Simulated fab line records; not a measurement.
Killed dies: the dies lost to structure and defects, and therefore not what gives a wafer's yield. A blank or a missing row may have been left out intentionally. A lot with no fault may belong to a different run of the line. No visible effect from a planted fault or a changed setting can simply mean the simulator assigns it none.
Matching of chambers ; flow gf180mcu ; rieDiel-02 running GF_M5_ETCH_09: 4 sister chambers
The step etches Si3N4 in CF4/O2, target depth 52 nm, time 11.6 s. 8 wafers are shown with their chamber, then 8 later ones without.

== EACH WAFER AND ITS CHAMBER ==
wafer;chamber;drypumpMotorCurrentA (A);oesProductAu (a.u.)
L083.6;1;5.8;1.000
L085.5;1;5.7;1.001
L086.1;3;6.1;1.002
L086.5;2;5.9;1.008
L095.1;2;5.9;1.006
L095.2;0;5.5;1.010
L095.3;3;6.0;1.006
L095.4;0;5.5;1.016

== WAFERS MISSING THEIR CHAMBER ==
wafer;drypumpMotorCurrentA (A);oesProductAu (a.u.)
L095.5;6.0;1.007
L095.6;5.9;1.004
L093.1;6.0;1.010
L093.2;5.5;1.019
L093.5;6.0;1.014
L092.1;6.0;1.009
L092.2;5.9;1.001
L092.4;5.8;1.011

== WHICH CHAMBER EACH WENT THROUGH ==
wafer;from the rows above;in truth
L095.5;can't be placed: 3 or 2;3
L095.6;can't be placed: 2 or 3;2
L093.1;can't be placed: 2 or 3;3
L093.2;0;0
L093.5;can't be placed: 2 or 3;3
L092.1;can't be placed: 3 or 2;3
L092.2;can't be placed: 2 or 1 or 3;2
L092.4;can't be placed: 2 or 1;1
Correct placement for 1 of the 8. Unplaceable from these rows: 7, with the true chamber sitting among the candidates in 7. Placed wrongly: 0.
How it was worked out, from the rows above alone: a wafer's distance from a chamber is the root of the sum, over the readings, of the square of ((its reading less the chamber's mean) divided by the reading's scatter). If the next closest chamber is less than 2 further off than the closest, the wafer can't be placed; otherwise it belongs to the closest. The mean given for a chamber averages the wafers shown for that chamber. The scatter is the square root of a quotient: the sum, over the shown wafers, of each reading's squared deviation from its chamber's mean, divided by wafers minus chambers.
